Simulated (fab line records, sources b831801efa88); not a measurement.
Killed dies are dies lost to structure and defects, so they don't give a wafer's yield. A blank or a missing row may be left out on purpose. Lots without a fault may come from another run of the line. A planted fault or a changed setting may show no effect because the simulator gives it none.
Problem report in the 8D (eight disciplines) form, filled by code | flow gf180mcu | the parts of the form that need people (team, actions taken, sign-off) are left out

1. THE PROBLEM
spin_speed_rpm at GF_SAB_COAT_04 reads a mean of 3277.2 rpm on 6 wafers of 2 lots; wafers without a fault read 3000.0 rpm with a standard deviation of 1.8. That is +99 or more standard deviations from the usual mean.
The step: resist thk 1000 nm.
First seen on wafer L392.3, day 20 16:39, on litho_track-04. The record holds 36 wafers of 12 lots with a number at this step. Rule for "out", or "out of limits": more than 4 standard deviations from the usual mean. The other wafers with a number count as sound.

2. WHAT IT IS AND WHAT IT IS NOT
question                    | is                     | is not
which readings at this step | spin_speed_rpm         | -
which lots                  | L392, L393             | L376, L378, L379, L380, L383, L384, L389, L395, L396, L397
which wafers of those lots  | all that have a number | -
read on which tools         | litho_track-04         | litho_track-01, litho_track-03
when                        | from day 20 16:39      | up to then (21 sound wafers); but 9 sound wafers of L395, L396, L397 came after

3. SUSPECTS, AND WHAT RULES EACH OUT
Counting: a tool at a process step up to the reading stays a suspect if it ran every lot that is out and no sound lot after the first of them.
- litho_track-04 at GF_SAB_COAT_04 (resist thk 1000 nm): kept. It ran every lot that is out, first L392 (day 20 16:39), and no sound lot after that; its last sound lot up to then is L389 (day 19 19:12). Its own readings are out on those wafers: spin_speed_rpm.
Left after counting: litho_track-04 at GF_SAB_COAT_04.

4. THE CAUSE (what the simulator had put in)
Process parameter drift: litho_track-04, from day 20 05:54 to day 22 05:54, at GF_SAB_COAT_04. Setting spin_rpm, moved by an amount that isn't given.
Counting left only this tool.

5. THE CHAIN OF EFFECTS, in route order
Each row: a reading whose mean over the struck wafers that have a number lies more than 3 standard deviations from the usual. Only readings for which the record gives a usual standard deviation are gone through. hours: the time from each lot's start at the first step in this table that gives one to its start at this step, as a median over the lots. sigmas: the change in usual standard deviations.
hours | step            | reading                  | usual      | on struck wafers | change | sigmas
0     | GF_SAB_COAT_04  | spin_speed_rpm           | 3000.0 rpm | 3277.2           | +277.2 | +99 or more
12    | GF_SAB_STRIP_13 | strip_time_to_endpoint_s | 12.60 s    | 12.09            | -0.51  | -14
The process steps in it:
- GF_SAB_COAT_04: resist thk 1000 nm.
- GF_SAB_STRIP_13: strips in O2/N2.

6. WHAT WOULD HAVE CAUGHT IT SOONER
In this record the first reading out of limits was taken at day 20 16:39, 11 hours after the fault began at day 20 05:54.
